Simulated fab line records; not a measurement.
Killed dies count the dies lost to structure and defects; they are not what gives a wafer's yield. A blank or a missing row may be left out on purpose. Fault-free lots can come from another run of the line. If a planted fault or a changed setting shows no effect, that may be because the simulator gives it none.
Check for tools in common / flow sky130 / Sample size 10 lots and 30 wafers

## REASON FOR OPENING
1 of 10 lots carry a flag on the reading VT_ADJUST_HVTP_TW at SKY_VT_ADJUST_HVTP_TW_MEAS_11. No-fault wafers: 1352, standard deviation 11.
Rule: flag the lot when none of its wafers has a number, or when each of its wafers that has one lies beyond 4 standard deviations from that mean. The rest of the lots are taken to be sound.

lot=L644; measured=day 7 04:59; on=filmMetro-01; VT_ADJUST_HVTP_TW, wafer by wafer=1365 1368 1368; flag=
lot=L646; measured=day 7 12:40; on=filmMetro-03; VT_ADJUST_HVTP_TW, wafer by wafer=1333 1335 1338; flag=
lot=L647; measured=day 7 17:24; on=filmMetro-02; VT_ADJUST_HVTP_TW, wafer by wafer=1343 1353 1342; flag=
lot=L648; measured=day 7 22:42; on=filmMetro-02; VT_ADJUST_HVTP_TW, wafer by wafer=30 30 30; flag=FLAGGED
lot=L656; measured=day 9 23:35; on=filmMetro-03; VT_ADJUST_HVTP_TW, wafer by wafer=1345 1344 1343; flag=
lot=L658; measured=day 10 23:16; on=filmMetro-01; VT_ADJUST_HVTP_TW, wafer by wafer=1361 1374 1369; flag=
lot=L660; measured=day 11 05:08; on=filmMetro-02; VT_ADJUST_HVTP_TW, wafer by wafer=1362 1359 1359; flag=
lot=L661; measured=day 11 09:19; on=filmMetro-03; VT_ADJUST_HVTP_TW, wafer by wafer=1328 1331 1339; flag=
lot=L662; measured=day 11 12:11; on=filmMetro-02; VT_ADJUST_HVTP_TW, wafer by wafer=1358 1357 1358; flag=
lot=L664; measured=day 12 04:02; on=filmMetro-01; VT_ADJUST_HVTP_TW, wafer by wafer=1371 1367 1374; flag=
On average the flagged lots read 30, which is -1322 against the usual, or -99 or more standard deviations.

## TOOL THAT RAN EACH LOT
The record keeps 1 process step preceding the reading, out of 708 steps on the route. Read each cell as the tool, then ch plus the chambers that the sampled wafers visited, then the start.
lot=L644; flag=; SKY_VT_ADJUST_HVTP_EXPOSE_04=ilineStepper-01 ch 0, day 6 19:17
lot=L646; flag=; SKY_VT_ADJUST_HVTP_EXPOSE_04=ilineStepper-01 ch 0, day 7 02:56
lot=L647; flag=; SKY_VT_ADJUST_HVTP_EXPOSE_04=ilineStepper-02 ch 0, day 7 08:08
lot=L648; flag=FLAGGED; SKY_VT_ADJUST_HVTP_EXPOSE_04=ilineStepper-02 ch 0, day 7 13:12
lot=L656; flag=; SKY_VT_ADJUST_HVTP_EXPOSE_04=ilineStepper-02 ch 0, day 9 12:44
lot=L658; flag=; SKY_VT_ADJUST_HVTP_EXPOSE_04=ilineStepper-01 ch 0, day 10 12:16
lot=L660; flag=; SKY_VT_ADJUST_HVTP_EXPOSE_04=ilineStepper-02 ch 0, day 10 17:55
lot=L661; flag=; SKY_VT_ADJUST_HVTP_EXPOSE_04=ilineStepper-02 ch 0, day 10 20:49
lot=L662; flag=; SKY_VT_ADJUST_HVTP_EXPOSE_04=ilineStepper-02 ch 0, day 10 23:48
lot=L664; flag=; SKY_VT_ADJUST_HVTP_EXPOSE_04=ilineStepper-02 ch 0, day 11 16:52
What the steps here do:
- SKY_VT_ADJUST_HVTP_EXPOSE_04: exposes mask HVTPM, target cd 380 nm.
- SKY_VT_ADJUST_HVTP_TW_MEAS_11

## FLAGGED AGAINST TOTAL, ONE TOOL AT A TIME (gauges that did the reading follow at the end)
step=SKY_VT_ADJUST_HVTP_EXPOSE_04; tool=ilineStepper-01; lots run=3; flagged=0; share of the flagged lots=none; sound lots run after its first flagged lot=-
step=SKY_VT_ADJUST_HVTP_EXPOSE_04; tool=ilineStepper-02; lots run=7; flagged=1; share of the flagged lots=all; sound lots run after its first flagged lot=5 (L656,L660,L661,L662,L664)
step=SKY_VT_ADJUST_HVTP_TW_MEAS_11; tool=filmMetro-01; lots run=3; flagged=0; share of the flagged lots=none; sound lots run after its first flagged lot=-
step=SKY_VT_ADJUST_HVTP_TW_MEAS_11; tool=filmMetro-02; lots run=4; flagged=1; share of the flagged lots=all; sound lots run after its first flagged lot=2 (L660,L662)
step=SKY_VT_ADJUST_HVTP_TW_MEAS_11; tool=filmMetro-03; lots run=3; flagged=0; share of the flagged lots=none; sound lots run after its first flagged lot=-

## WHAT THE TABLE ALLOWS
Every flagged lot went through 2 rows of the table: ilineStepper-02 at SKY_VT_ADJUST_HVTP_EXPOSE_04 and filmMetro-02 at SKY_VT_ADJUST_HVTP_TW_MEAS_11.
- ilineStepper-02 at SKY_VT_ADJUST_HVTP_EXPOSE_04 ran 7 lots, 1 of them flagged. Lots that were sound ran on it after the first flagged one (L656, L660, L661, L662, L664); a persistent fault on the entire tool would not allow that.
- filmMetro-02 at SKY_VT_ADJUST_HVTP_TW_MEAS_11 ran 4 lots, 1 of them flagged. Lots that were sound ran on it after the first flagged one (L660, L662); a persistent fault on the entire tool would not allow that.
Every row of the table either missed a flagged lot or ran a sound lot after the first.

## WHAT THE SIMULATOR HAD INSERTED
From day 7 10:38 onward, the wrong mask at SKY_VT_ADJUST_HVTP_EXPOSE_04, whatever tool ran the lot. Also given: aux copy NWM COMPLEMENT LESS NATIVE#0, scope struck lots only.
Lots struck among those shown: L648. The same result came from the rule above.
